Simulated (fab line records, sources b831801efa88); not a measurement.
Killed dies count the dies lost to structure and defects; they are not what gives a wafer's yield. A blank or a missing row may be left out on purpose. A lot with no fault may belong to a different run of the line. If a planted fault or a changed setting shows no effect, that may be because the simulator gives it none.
Which tool did it? / flow sky130 / 18 wafers from 6 lots sampled at 2 of the route's 708 steps

WHAT THE GAUGES READ, wafer by wafer
SKY_METAL3_CD_MEAS_13 targets a cd of 300 nm.
lot=L838; measured=day 38 05:14; on=cd_sem-02; cd_nm (nm)=300.1 299.2 300.2
lot=L842; measured=day 40 02:28; on=cd_sem-01; cd_nm (nm)=300.7 301.7 302.1
lot=L845; measured=day 40 19:46; on=cd_sem-02; cd_nm (nm)=300.3 300.8 301.2
lot=L847; measured=day 41 15:14; on=cd_sem-02; cd_nm (nm)=299.0 297.5 298.9
lot=L848; measured=day 41 22:53; on=cd_sem-02; cd_nm (nm)=301.9 301.2 302.7
lot=L854; measured=day 43 07:11; on=cd_sem-01; cd_nm (nm)=300.5 300.3 300.5

WHICH TOOL RAN EACH LOT (tool, then ch and the chambers of the sampled wafers, then the start)
lot=L838; SKY_METAL2_CLEAN_22=wet_bench-04 ch 2, day 34 19:23
lot=L842; SKY_METAL2_CLEAN_22=wet_bench-04 ch 1, day 36 17:50
lot=L845; SKY_METAL2_CLEAN_22=wet_bench-03 ch 0, day 37 14:58
lot=L847; SKY_METAL2_CLEAN_22=wet_bench-04 ch 0, day 38 08:25
lot=L848; SKY_METAL2_CLEAN_22=wet_bench-03 ch 1, day 38 17:43
lot=L854; SKY_METAL2_CLEAN_22=wet_bench-03 ch 3, day 40 05:19
- SKY_METAL2_CLEAN_22: cleans in IPA, time 180 s.

THE ANSWER, worked out from the rows above alone
Rule: usual is defined by the lots themselves. Put in order of their means at a reading, lots are off if they are a third of the lots or fewer, leave a main group of 4 or more, and stand apart from it by a gap of 3 or more times the standard deviation of the main group's means; of several such gaps the widest counts. A main group whose means are all the same, to the digits that the tables above print for the reading, isn't used. A lot without any number at a reading at which 4 lots or more have one is off too. All remaining lots with rows at the step are treated as sound.
None of the lots is off at any reading shown; this tells nothing.

WHAT WAS PUT IN BY THE SIMULATOR
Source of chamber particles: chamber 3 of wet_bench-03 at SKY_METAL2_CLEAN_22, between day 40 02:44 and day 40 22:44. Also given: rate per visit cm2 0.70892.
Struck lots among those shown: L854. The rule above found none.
